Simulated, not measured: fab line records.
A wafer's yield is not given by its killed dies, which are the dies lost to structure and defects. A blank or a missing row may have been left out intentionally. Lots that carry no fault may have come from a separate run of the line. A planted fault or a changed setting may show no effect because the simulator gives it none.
A lot that was struck, set against a sound lot + flow sky130 + 17 out of 708 route steps
Sound: these wafers, L450.3, L450.4, L450.5. Struck: wafers L469.1, L469.5, L469.6. Last of all comes the cause.
Per side, at each step with rows, come the tool, then ch with its chambers, and then its first start. Under that, the readings that differ: sound wafers + struck wafers + difference of the means + sigmas: that difference in standard deviations of wafers without a fault.
alike: same words and numbers on both sides, and readings whose means sit less than 2 such deviations apart. not compared: any withheld reading, any reading some wafer has no value for, any bound like >300 that may hide the same value, and any number with overlapping values for which the record gives no deviation.
The two part at a step that has a row with sigmas, a row that says differs or no value, or rows on one side only. Non-overlapping numbers with no deviation appear without sigmas and do not part them. A reading that every wafer of one side lacks parts them only if that side has two wafers or more.

first, 1 step without rows for these wafers: SKY_SD_P_DEVELOP_06 (develop time 60 s).
SKY_SD_P_CD_MEAS_07: the cd target is 380 nm.
  sound on cd-sem-01, day 26 12:43; struck on cd-sem-02, day 32 19:04
| reading    | sound             | struck            | difference | sigmas |
|------------|-------------------|-------------------|------------|--------|
| cd-nm (nm) | 377.3 379.2 377.7 | 383.9 383.1 384.3 | +5.7       | +2     |
SKY_SD_P_OVL_MEAS_08:
  sound on overlay-02, day 26 12:49; struck on overlay-01, day 32 19:11
| reading       | sound        | struck         | difference | sigmas |
|---------------|--------------|----------------|------------|--------|
| SD_P_OVL (nm) | 0.2 0.6 -0.4 | -2.1 -3.6 -3.0 | -3.0       | -2     |
following that, these wafers have no rows for 1 step: SKY_SD_P_IMPLANT_09.
SKY_SD_P_STRIP_10: strips in O2/N2.
  sound on plasma-asher-04 ch 0,1, day 26 13:01; struck on plasma-asher-03 ch 0,1, day 32 19:23
  alike: drypump-motor-current-A, n2-flow-sccm, oes-product-au, strip-time-to-endpoint-s
  not compared: rf-hours-counter-h
SKY_SD_P_TW_MEAS_11:
  sound on film-metro-03, day 26 13:06; struck on film-metro-03, day 32 19:29
  alike: SD_P_TW
then, 6 steps without rows for these wafers: SKY_RES_XHIGH_DEHYDRATE_00 (time 60 s); SKY_RES_XHIGH_HMDS_01 (prime time 60 s); SKY_RES_XHIGH_COAT_02 (resist thk 1140 nm); SKY_RES_XHIGH_SOFTBAKE_03 (time 60 s); SKY_RES_XHIGH_EXPOSE_04 (exposes mask URPM, target cd 1270 nm); SKY_RES_XHIGH_PEB_05.
SKY_RES_XHIGH_DEVELOP_06: develop time 60 s.
  struck on litho-track-02, day 33 21:25; sound on litho-track-03 ch 0, day 27 17:36
  no value came back on the struck wafers for chill-plate-temp-C (C), develop-time-s (s), exhaust-pa (Pa); on the sound wafers chill-plate-temp-C (C) reads 22.87 22.98 22.94
following that, these wafers have no rows for 1 step: SKY_RES_XHIGH_IMPLANT_07.
SKY_RES_XHIGH_STRIP_08: strips in O2/N2.
  sound on plasma-asher-03 ch 0,1, day 27 17:53; struck on plasma-asher-01 ch 0,1, day 33 21:43
| reading                     | sound       | struck      | difference | sigmas |
|-----------------------------|-------------|-------------|------------|--------|
| drypump-motor-current-A (A) | 6.2 6.3 6.2 | 5.4 4.9 5.4 | -1.0       | -2     |
  alike: n2-flow-sccm, oes-product-au, strip-time-to-endpoint-s
  not compared: rf-hours-counter-h
SKY_RES_XHIGH_TW_MEAS_09:
  sound on film-metro-02, day 27 17:58; struck on film-metro-01, day 33 21:49
| reading      | sound          | struck   | difference | sigmas |
|--------------|----------------|----------|------------|--------|
| RES_XHIGH_TW | 1669 1670 1659 | 31 31 31 | -1635      | -86    |
then, 1 step without rows for these wafers: SKY_SD_N_DEHYDRATE_00 (time 60 s).

== WHERE THEY PART ==
Last at SKY_RES_XHIGH_TW_MEAS_09 as far as this record goes, first at SKY_SD_P_CD_MEAS_07.

WHY: whatever the simulator had introduced
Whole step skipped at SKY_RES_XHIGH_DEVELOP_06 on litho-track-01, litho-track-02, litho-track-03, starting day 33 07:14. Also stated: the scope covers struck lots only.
